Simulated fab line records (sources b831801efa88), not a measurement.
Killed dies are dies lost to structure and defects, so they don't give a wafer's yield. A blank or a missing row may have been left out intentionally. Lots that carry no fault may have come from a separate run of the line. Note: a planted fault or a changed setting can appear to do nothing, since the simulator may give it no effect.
A struck lot beside a sound one ; flow sky130 ; 14 steps out of a route of 708
Sound: the wafers L264.1, L264.2, L264.6. Wafers struck: L277.1, L277.3, L277.6. The cause comes at the end.
Per side, at each step with rows, come the tool, then ch with its chambers, and then its first start. Under that, the readings that differ: sound wafers ; struck wafers ; difference of the means ; sigmas: that difference in standard deviations of wafers without a fault.
alike: readings with means less than 2 such deviations apart, plus words and numbers identical on both sides. not compared: withheld readings, readings lacking a value on some wafer, bounds such as >300 that could conceal the same value, and numbers that have no deviation in the record and whose values overlap.
Wherever a step has rows on one side only, a row that says differs or no value, or a row with sigmas, the two part there. Non-overlapping numbers with no deviation appear without sigmas and do not part them. Lack of a reading on every wafer of one side parts them only where that side has two or more wafers.

first, 5 steps without rows for these wafers: SKY_RES_XHIGH_SOFTBAKE_03 (time 60 s); SKY_RES_XHIGH_EXPOSE_04 (exposes mask URPM, target cd 1270 nm); SKY_RES_XHIGH_PEB_05; SKY_RES_XHIGH_DEVELOP_06 (develop time 60 s); SKY_RES_XHIGH_IMPLANT_07.
SKY_RES_XHIGH_STRIP_08: strips in O2/N2.
  sound on plasma-asher-02 ch 0,1, day 28 22:27; struck on plasma-asher-04 ch 0,1, day 32 22:58
  alike: drypump-motor-current-A, n2-flow-sccm, oes-product-au, strip-time-to-endpoint-s
  not compared: rf-hours-counter-h
SKY_RES_XHIGH_TW_MEAS_09:
  struck on film-metro-03, day 32 23:04; sound on film-metro-01, day 28 22:33
reading;sound;struck;difference;sigmas
RES_XHIGH_TW;1618 1618 1616;1643 1654 1651;+32;+2
then, 5 steps without rows for these wafers: SKY_SD_N_DEHYDRATE_00 (time 60 s); SKY_SD_N_HMDS_01 (prime time 60 s); SKY_SD_N_COAT_02 (resist thk 1140 nm); SKY_SD_N_SOFTBAKE_03 (time 60 s); SKY_SD_N_EXPOSE_04 (exposes mask NSDM, target cd 380 nm).
SKY_SD_N_PEB_05:
  struck on litho-track-01, day 34 01:59; sound on litho-track-01 ch 0, day 30 02:26
reading;sound;struck;difference;sigmas
exhaust-pa (Pa);44.5 43.5 45.5;- - -;no value on the struck wafers;
  not compared: chill-plate-temp-C, resist-line-temp-C
then, 1 step without rows for these wafers: SKY_SD_N_DEVELOP_06 (develop time 60 s).

WHERE THEY PART
First at SKY_RES_XHIGH_TW_MEAS_09; last, within this record, at SKY_SD_N_PEB_05.

WHY: what the simulator had put in
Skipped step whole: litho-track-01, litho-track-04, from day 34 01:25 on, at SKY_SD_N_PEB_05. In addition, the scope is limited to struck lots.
